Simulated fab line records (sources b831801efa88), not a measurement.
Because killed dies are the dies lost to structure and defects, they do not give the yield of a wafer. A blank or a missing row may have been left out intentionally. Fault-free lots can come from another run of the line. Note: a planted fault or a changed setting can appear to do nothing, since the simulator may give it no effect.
A lot that was struck, set against a sound lot ; flow sky130 ; 17 steps out of a route of 708
Sound: wafers L983.3, L983.4, L983.6. Struck: wafer L996.2. (L996.1 of the same lot was not struck and is left out.) The cause comes at the end.
Each step with rows lists, per side, the tool, then ch with its chambers, then its first start. Under that, the readings that differ: sound wafers ; struck wafers ; difference of the means ; sigmas: that difference in standard deviations of wafers without a fault.
alike: readings whose means differ by less than 2 such deviations, and words and numbers that are the same on both sides. not compared: withheld readings, readings that some wafer has no value for, bounds like >300 that may hide the same value, and numbers for which the record gives no deviation and whose values overlap.
The two part at a step that has a row with sigmas, a row that says differs or no value, or rows on one side only. When numbers do not overlap yet have no deviation, they are printed without sigmas and do not part them. A reading missing from all wafers of one side parts the sides only when that side holds two or more wafers.

first, 2 steps without rows for these wafers: SKY_LOCAL_INTERCONNECT_PEB_09; SKY_LOCAL_INTERCONNECT_DEVELOP_10 (develop time 60 s).
SKY_LOCAL_INTERCONNECT_CD_MEAS_11: target cd 170 nm.
  struck on cdSem-01, day 35 22:44; sound on cdSem-02, day 32 02:58
  alike: cdNm
SKY_LOCAL_INTERCONNECT_OVL_MEAS_12:
  struck on overlay-01, day 35 22:51; sound on overlay-01, day 32 03:03
  alike: LOCAL_INTERCONNECT_OVL
SKY_LOCAL_INTERCONNECT_ETCH_13: etches BARC in N2/H2, stops on SiO2, time 45.9 s, target depth 60 nm.
  sound on rieMetal-03 ch 0,1, day 32 03:05; struck on rieMetal-02 ch 0, day 35 22:53
reading;sound;struck;difference;sigmas
rfHoursCounterH (h);- - -;11;no value on the sound wafers;
  alike: drypumpMotorCurrentA, oesProductAu, throttleValvePct
SKY_LOCAL_INTERCONNECT_METAL_ETCH_14: etches TiN in Cl2/BCl3, stops on PSG, target depth 110 nm, time 31.4 s.
  sound on rieMetal-03 ch 0,1, day 32 03:09; struck on rieMetal-02 ch 0, day 35 22:57
reading;sound;struck;difference;sigmas
rfHoursCounterH (h);- - -;11;no value on the sound wafers;
  alike: drypumpMotorCurrentA, mfcCl2Sccm, oesProductAu, throttleValvePct
SKY_LOCAL_INTERCONNECT_STRIP_15: strips in O2/N2.
  sound on plasmaAsher-03 ch 0,1, day 32 03:13; struck on plasmaAsher-04 ch 0, day 35 23:00
reading;sound;struck;difference;sigmas
rfHoursCounterH (h);- - -;9;no value on the sound wafers;
  alike: drypumpMotorCurrentA, oesProductAu, stripTimeToEndpointS
then, 3 steps without rows for these wafers: SKY_LOCAL_INTERCONNECT_STRIP_16 (strips in post etch residue remover, time 1200 s); SKY_LOCAL_INTERCONNECT_CLEAN_17 (cleans in IPA, time 180 s); SKY_LOCAL_INTERCONNECT_CLEAN_18 (cleans in O3/DIW).
SKY_CONTACT_CVD_00: deposits Si3N4, target thk 75 nm.
  sound on pecvd-03 ch 0,1,2, day 32 03:47; struck on pecvd-02 ch 1, day 35 23:35
  alike: heaterPowerOuterW, heaterPowerW
SKY_CONTACT_THK_MEAS_01:
  struck on filmMetro-02, day 35 23:38; sound on filmMetro-02, day 32 03:50
reading;sound;struck;difference;sigmas
CONTACT_CVD_00_THK (nm);75.5 76.0 72.7;72.4;-2.3;-2
SKY_CONTACT_HDPCVD_02: deposits SiO2, target thk 565 nm, time 94.2 s.
  sound on hdpcvd-02 ch 0,1,2, day 32 03:52; struck on hdpcvd-01 ch 1, day 35 23:41
reading;sound;struck;difference;sigmas
runLengthS (s);122.5 121.9 122.5;97.4;-24.9;-55
model.SiO2_of_CONTACT_HDPCVD_02.thkNm (nm);563.5 556 579.7;402.3;-164.1;
SKY_CONTACT_THK_MEAS_03:
  struck on filmMetro-01, day 35 23:59; sound on filmMetro-01, day 32 03:58
reading;sound;struck;difference;sigmas
CONTACT_HDPCVD_THK (nm);563 556 580;402;-164;-18
  not compared: hold
SKY_CONTACT_CMP_04: polishes SiO2.
  sound on cmp-02 ch 1,3, day 32 04:00; struck on cmp-01 ch 1, day 36 00:44
reading;sound;struck;difference;sigmas
hold;- - -;awaitDispo/0.7h/release;no value on the sound wafers;
edgeZonePressureFrac;1.004 1.004 1.009;0.994;-0.012;-2
timeToEndpointS (s);92 90 94;28;-64;-11
  alike: motorCurrentA, slurryFilterDpKPa
SKY_CONTACT_BOW_MEAS_05:
  struck on filmMetro-01, day 36 01:07; sound on filmMetro-01, day 32 04:20
  alike: CONTACT_BOW
-- the record jumps here: 14 days lie between the struck wafers' starts before and after (it left off in module CONTACT and takes up again in module PAD_OPEN, whose first step shown is number 708 of the route) --
SKY_PAD_OPEN_PROBE_99:
  struck on prober-02, day 49 20:52; sound on prober-01, day 47 06:38
reading;sound;struck;difference;sigmas
hold;- - -;awaitDispo/3.3h/release;no value on the sound wafers;
killedAtContacts;29 29 17;15;-10;-2
model.etest.met1Comb.leakLog10AUm;-11.95 -12.12 -12.05;-11.38;+0.66;
  alike: killed_at_M0_to_M3, killed_at_M4_up, killedAtFrontEnd, killedAtOther, killedDies, killedOpen, killedShort

WHERE THEY PART
At SKY_LOCAL_INTERCONNECT_ETCH_13 first; at SKY_PAD_OPEN_PROBE_99 last (within this record only).

WHY: what the simulator had put in
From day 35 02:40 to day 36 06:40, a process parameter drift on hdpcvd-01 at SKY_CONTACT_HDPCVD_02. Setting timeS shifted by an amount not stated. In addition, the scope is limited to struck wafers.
